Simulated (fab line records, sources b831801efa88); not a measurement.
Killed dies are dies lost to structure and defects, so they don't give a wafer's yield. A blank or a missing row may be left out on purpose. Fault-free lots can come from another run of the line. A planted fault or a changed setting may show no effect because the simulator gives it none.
fab line records	flow sky130
record: lots: 7	wafers: 21	last_day: 50
route steps=708 shown METAL4@621
lots that met no fault: from a run of the same line without faults
start_h: hours from the record's opening day to when the first of the lot's shown wafers began	wait_h: hours from the lot's prior step to this one	" the same as in the row above	L1.1+2: one row covering several wafers at once	- value missing, or start not given	* or withheld: withheld	< > ~ a bound
route shown NAME@n: a module of which the file shows steps, and the number in the route of the first	usual: mean/standard deviation taken from wafers without a fault	same: alike in all rows	chamber/n: place in a boat	sites: readings site by site	_std_site: their standard deviation	_edge_site: outer sites' mean less inner sites'	radius_mm: for every site, how far away it sits from the centre of the wafer	mask NAME#n: copy n	behind: the tool/chamber that last shaped the wafer	hold: what put the lot on hold/how long, in hours/how the hold closed	device: which transistor (n, p or np) failed to switch	end of line: tests run on the same wafers once the route is complete	step lacking rows: just its recipe	killed: the dies lost at the first sort to structure and to defects; this is not the yield of the wafer	map: shows each die of a wafer: x if killed, . if not, _ if none is there
set.NAME: the setting the step ran with; set.NAME@STEP: the setting that earlier step ran with	model.NAME: the simulator's own value behind a step, which no gauge read
certain route steps with their lots: each step a table, each wafer a row
services: when a tool's chamber went out of use (start_h, in hours from the record's first day, below 0 if earlier), for how many hours, and the reason
== steps ==
step: SKY_METAL4_DEHYDRATE_05
recipe: temp_c: 200	time_s: 60
step: SKY_METAL4_HMDS_06
recipe: prime_time_s: 60	prime_temp_c: 120
step: SKY_METAL4_COAT_07
recipe: resist: BARC	temp_c: withheld	time_s: withheld	spin_rpm: 3000	resist_thk_nm: 60
step: SKY_METAL4_COAT_08
recipe: resist: KrF-thick	spin_rpm: 3000	resist_thk_nm: 1140
step: SKY_METAL4_SOFTBAKE_09
recipe: temp_c: 100	time_s: 90	resist: KrF-thick
step: SKY_METAL4_EXPOSE_10
recipe: mask_id: MM4	na: 0.68	source_shape: annular	sigma_inner: 0.4	sigma_outer: 0.8	target_cd_nm: 300	dose_mj: 28
step: SKY_METAL4_PEB_11
recipe: peb_temp_c: withheld	peb_time_s: withheld	resist: KrF-thick
step: SKY_METAL4_DEVELOP_12
recipe: develop_time_s: 60	resist: KrF-thick	dev_temp_c: 21
step: SKY_METAL4_CD_MEAS_13
recipe: target_cd_nm: 300
usual: cd_nm: 300.0/1.5
lot.wafer	tool	chamber	start_h	wait_h	cd_nm
L641.1	cd_sem-01	-	1000.62	-	302.3
L641.2	"	-	"	"	301.6
L641.3	"	-	"	"	302.1
L643.1	cd_sem-02	-	1010.77	-	300.7
L643.2	"	-	"	"	300.0
L643.5	"	-	"	"	301.1
L649.1	cd_sem-02	-	1057.34	-	300.4
L649.5	"	-	"	"	300.0
L649.6	"	-	"	"	300.9
L650.1	cd_sem-02	-	1061.07	-	299.0
L650.2	"	-	"	"	300.7
L650.6	"	-	"	"	299.3
L651.3	cd_sem-01	-	1064.31	-	299.9
L651.5	"	-	"	"	300.4
L651.6	"	-	"	"	299.2
L657.1	cd_sem-01	-	1110.17	-	300.2
L657.4	"	-	"	"	298.7
L657.6	"	-	"	"	299.4
L659.1	cd_sem-01	-	1111.22	-	297.4
L659.2	"	-	"	"	299.7
L659.5	"	-	"	"	298.6
step: SKY_METAL4_OVL_MEAS_14
usual: METAL4_OVL: -3/6.3
lot.wafer	tool	chamber	start_h	wait_h	METAL4_OVL[nm]
L641.1	overlay-01	-	1000.74	0.1	0
L641.2	"	-	"	"	-1
L641.3	"	-	"	"	-8
L643.1	overlay-01	-	1010.89	0.1	-2
L643.2	"	-	"	"	-1
L643.5	"	-	"	"	2
L649.1	overlay-02	-	1057.46	0.1	-1
L649.5	"	-	"	"	-8
L649.6	"	-	"	"	2
L650.1	overlay-01	-	1061.19	0.1	5
L650.2	"	-	"	"	1
L650.6	"	-	"	"	0
L651.3	overlay-02	-	1064.41	0.1	-5
L651.5	"	-	"	"	-4
L651.6	"	-	"	"	-9
L657.1	overlay-01	-	1110.29	0.1	-14
L657.4	"	-	"	"	-10
L657.6	"	-	"	"	-5
L659.1	overlay-01	-	1111.34	0.1	-3
L659.2	"	-	"	"	4
L659.5	"	-	"	"	-1
step: SKY_METAL4_DESCUM_15
recipe: chemistry: O2	source_power_w: 150	bias_power_w: 0	pressure_mtorr: 10	temp_c: 40	time_s: 8
usual: chamber_pressure_mTorr: 10.000/0.0092	drypump_motor_current_A: 5.76/0.25	oes_product_au: 0.996/0.0096
same: bias_power_w: 0
lot.wafer	tool	chamber	start_h	wait_h	chamber_pressure_mTorr	drypump_motor_current_A	oes_product_au	rf_hours_counter_h
L641.1	rie_metal-04	1	1000.78	0.0	10.001	5.98	0.974	16
L641.2	"	0	"	"	9.996	5.67	0.988	18
L641.3	"	1	"	"	9.986	6.00	0.975	-
L643.1	rie_metal-03	1	1010.92	0.0	10.013	6.03	1.005	22
L643.2	"	0	"	"	9.991	5.36	1.002	5
L643.5	"	1	"	"	10.008	6.05	1.002	-
L649.1	rie_metal-02	0	1057.49	0.0	9.993	5.56	0.997	9
L649.5	"	0	"	"	9.988	5.59	1.004	-
L649.6	"	1	"	"	10.003	5.75	1.005	-
L650.1	rie_metal-04	0	1061.22	0.0	10.002	5.68	0.988	22
L650.2	"	1	"	"	9.997	6.02	0.986	20
L650.6	"	0	"	"	10.013	5.67	0.994	-
L651.3	rie_metal-03	1	1064.44	0.0	9.995	6.02	0.996	-
L651.5	"	0	"	"	10.013	5.37	1.002	-
L651.6	"	1	"	"	10.006	6.06	0.999	-
L657.1	rie_metal-03	1	1110.32	0.0	9.999	6.06	1.006	3
L657.4	"	1	"	"	9.998	6.04	1.002	-
L657.6	"	0	"	"	10.005	5.39	0.990	-
L659.1	rie_metal-02	1	1111.37	0.0	9.990	5.74	1.003	18
L659.2	"	0	"	"	10.007	5.60	1.006	12
L659.5	"	1	"	"	10.007	5.68	0.998	-
step: SKY_METAL4_ETCH_16
recipe: chemistry: N2/H2	target: BARC	ion_energy_ev: 200	bias_w: 100	pressure_mtorr: 30	n2_flow_sccm: 100	h2_flow_sccm: 200	icp_w: 500	stop_on: SiO2	time_s: 88.2	target_depth_a: 600
usual: bias_w: 100.0/0.32	chamber_pressure_mTorr: 30.000/0.03	drypump_motor_current_A: 5.77/0.25	n2_flow_sccm: 100.0/0.31	oes_product_au: 0.625/0.0045	throttle_valve_pct: 13.205/0.0098
lot.wafer	tool	chamber	start_h	wait_h	bias_w	chamber_pressure_mTorr	drypump_motor_current_A	n2_flow_sccm	oes_product_au	rf_hours_counter_h	throttle_valve_pct
L641.1	rie_metal-04	1	1000.81	0.0	100.4	29.985	6.05	100.1	0.618	16	13.185
L641.2	"	0	"	"	100.3	29.994	5.70	99.8	0.623	18	13.201
L641.3	"	1	"	"	100.2	30.005	6.02	99.7	0.625	-	13.204
L643.1	rie_metal-03	1	1010.96	0.0	100.2	30.029	6.02	100.0	0.628	22	13.221
L643.2	"	0	"	"	100.1	30.021	5.37	100.2	0.620	5	13.186
L643.5	"	1	"	"	99.8	30.007	6.05	99.7	0.630	-	13.210
L649.1	rie_metal-02	0	1057.52	0.0	100.1	29.996	5.63	100.1	0.633	9	13.205
L649.5	"	0	"	"	99.9	30.025	5.63	100.6	0.631	-	13.192
L649.6	"	1	"	"	100.1	30.006	5.74	100.0	0.624	-	13.202
L650.1	rie_metal-04	0	1061.26	0.0	99.9	29.996	5.70	100.1	0.631	22	13.202
L650.2	"	1	"	"	100.3	30.036	6.05	99.7	0.633	20	13.191
L650.6	"	0	"	"	99.3	30.037	5.68	99.5	0.628	-	13.217
L651.3	rie_metal-03	1	1064.49	0.0	100.0	30.036	6.07	100.0	0.628	-	13.212
L651.5	"	0	"	"	100.2	30.063	5.39	100.1	0.622	-	13.208
L651.6	"	1	"	"	100.0	30.018	6.03	100.0	0.628	-	13.211
L657.1	rie_metal-03	1	1110.36	0.0	99.8	30.042	6.08	99.7	0.627	3	13.216
L657.4	"	1	"	"	100.1	30.125	6.04	99.7	0.623	-	13.216
L657.6	"	0	"	"	99.6	29.979	5.37	100.3	0.635	-	13.212
L659.1	rie_metal-02	1	1111.41	0.0	99.7	30.030	5.78	100.2	0.623	18	13.207
L659.2	"	0	"	"	100.2	30.004	5.60	100.1	0.620	13	13.215
L659.5	"	1	"	"	99.7	29.999	5.76	99.8	0.625	-	13.204
step: SKY_METAL4_ETCH_17
recipe: target: SiO2	stop_on: TiN	chemistry: C4F8/O2/Ar	source_w: 1500	bias_w: 1200	pressure_mtorr: 40	c4f8_flow_sccm: withheld	O2_flow_sccm: 6	Ar_flow_sccm: 300	time_s: 3.9	target_depth_a: 150
usual: bias_w: 1200/3.9	chamber_pressure_mTorr: 40.00/0.034	oes_product_au: 0.756/0.0071
lot.wafer	tool	chamber	start_h	wait_h	bias_w	chamber_pressure_mTorr	oes_product_au	rf_hours_counter_h
L641.1	rie_diel-01	3	1000.91	0.1	1201	39.96	0.753	15
L641.2	"	2	"	"	1198	40.06	0.759	9
L641.3	"	0	"	"	1201	39.97	0.751	2
L643.1	rie_diel-02	2	1011.05	0.1	1205	39.97	0.747	9
L643.2	"	0	"	"	1201	39.99	0.758	12
L643.5	"	3	"	"	1195	39.97	0.754	-
L649.1	rie_diel-03	0	1057.62	0.1	-	-	-	-
L649.5	"	0	"	"	-	-	-	-
L649.6	"	3	"	"	-	-	-	-
L650.1	rie_diel-03	1	1061.35	0.1	-	-	-	-
L650.2	"	3	"	"	-	-	-	-
L650.6	"	1	"	"	-	-	-	-
L651.3	rie_diel-02	2	1064.56	0.0	-	-	-	-
L651.5	"	3	"	"	-	-	-	-
L651.6	"	2	"	"	-	-	-	-
L657.1	rie_diel-02	2	1110.45	0.1	1211	39.96	0.760	14
L657.4	"	1	"	"	1201	39.97	0.764	12
L657.6	"	1	"	"	1202	40.02	0.756	-
L659.1	rie_diel-02	3	1111.50	0.1	1207	40.00	0.753	22
L659.2	"	0	"	"	1200	40.02	0.755	16
L659.5	"	0	"	"	1201	40.04	0.761	-
step: SKY_METAL4_METAL_ETCH_18
recipe: target_depth_a: 8450	stop_on: SiO2	over_etch_frac: 0.3	time_s: 183.1	chemistry: Cl2/BCl3	resist_sidewall_deg: 88	pressure_mtorr: 10	icp_w: 900	bias_w: 48.5	Cl2_flow_sccm: 60	bcl3_flow_sccm: 30
usual: bcl3_flow_sccm: 30.00/0.09	bias_w: 48.53/0.15	chamber_pressure_mTorr: 10.000/0.0084	drypump_motor_current_A: 5.73/0.23	oes_product_au: 0.869/0.0068	throttle_valve_pct: 22.263/0.0088
lot.wafer	tool	chamber	start_h	wait_h	bcl3_flow_sccm	bias_w	chamber_pressure_mTorr	drypump_motor_current_A	oes_product_au	rf_hours_counter_h	throttle_valve_pct
L641.1	rie_metal-03	1	1000.93	0.0	30.00	48.35	10.001	6.05	0.870	21	22.262
L641.2	"	1	"	"	29.99	48.35	9.999	6.07	0.869	-	22.257
L641.3	"	1	"	"	30.00	48.23	10.006	6.03	0.867	-	22.253
L643.1	rie_metal-02	0	1011.07	0.0	30.03	48.37	9.992	5.65	0.861	6	22.270
L643.2	"	1	"	"	29.76	48.51	10.013	5.74	0.868	12	22.263
L643.5	"	1	"	"	29.91	48.55	10.001	5.74	0.865	-	22.261
L649.1	rie_metal-03	0	1057.64	0.0	29.89	48.51	10.016	5.35	0.879	9	22.260
L649.5	"	0	"	"	29.92	48.38	10.005	5.38	0.870	-	22.267
L649.6	"	0	"	"	29.94	48.34	10.010	5.38	0.873	-	22.262
L650.1	rie_metal-02	0	1061.37	0.0	29.97	48.43	9.998	5.56	0.868	9	22.265
L650.2	"	1	"	"	30.03	48.67	9.992	5.77	0.867	14	22.245
L650.6	"	1	"	"	30.07	48.52	9.997	5.73	0.868	-	22.266
L651.3	rie_metal-02	1	1064.64	0.1	30.12	48.49	10.001	5.69	0.872	-	22.272
L651.5	"	0	"	"	30.09	48.64	9.990	5.64	0.870	-	22.275
L651.6	"	1	"	"	30.08	48.51	9.998	5.69	0.870	-	22.264
L657.1	rie_metal-04	1	1110.47	0.0	29.87	48.48	10.002	6.01	0.857	23	22.265
L657.4	"	0	"	"	30.05	48.39	10.007	5.68	0.857	-	22.254
L657.6	"	0	"	"	30.01	48.43	10.002	5.69	0.863	-	22.269
L659.1	rie_metal-03	0	1111.52	0.0	29.78	48.38	10.002	5.35	0.872	13	22.257
L659.2	"	1	"	"	29.95	48.83	10.005	6.06	0.876	4	22.263
L659.5	"	1	"	"	29.95	48.48	9.993	6.09	0.875	-	22.264
== services ==
tool	chamber	start_h	hours	kind
rie_metal-02	-	980.72	14.6	pm
rie_diel-01	-	984.11	14.6	pm
rie_diel-02	1	984.71	122.1	repair
rie_metal-03	0	994.42	15.9	repair
rie_metal-02	-	1000.60	0.7	repair
rie_diel-03	3	1009.27	4.5	repair
rie_metal-04	-	1010.92	2.8	pm
rie_diel-02	2	1012.39	7.3	repair
rie_diel-02	0	1016.00	9.5	repair
rie_diel-01	1	1023.51	2.0	repair
rie_diel-03	-	1031.84	0.9	repair
rie_metal-03	1	1036.21	-	clean
rie_metal-03	1	1036.21	24.1	scheduled_down
rie_metal-03	1	1036.21	24.1	vent_cycle
rie_diel-02	-	1039.46	0.7	repair
rie_metal-04	-	1051.05	0.1	repair
rie_diel-01	3	1055.79	7.7	repair
rie_diel-01	1	1060.84	11.3	repair
rie_metal-02	-	1067.36	1.4	pm
== key ==
first_sign: step: SKY_METAL4_ETCH_17	reading: tool_record	direction: missing
effect none on later readings
met_at SKY_METAL4_ETCH_17
struck_wafers L649.1,L649.5,L649.6,L650.1,L650.2,L650.6,L651.3,L651.5,L651.6
later_rows_left_out L649.1,L649.5,L649.6,L650.1,L650.2,L650.6,L651.3,L651.5,L651.6
sort_left_out L649.1,L649.5,L649.6,L650.1,L650.2,L650.6,L651.3,L651.5,L651.6
onset_between 1011.05 1057.62
fault: kind: skipped_step_whole	tool: rie_diel-02,rie_diel-03	chamber: -	onset_h: 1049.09	steps: SKY_METAL4_ETCH_17	scope: struck_lots_only
sort_left_out: the simulated sort isn't trusted on such a fault, so these wafers' sort isn't shown, and their yield isn't known
later_rows_left_out: the simulator's readings of these wafers behind a module that went badly wrong aren't trusted and aren't shown, but for the sort
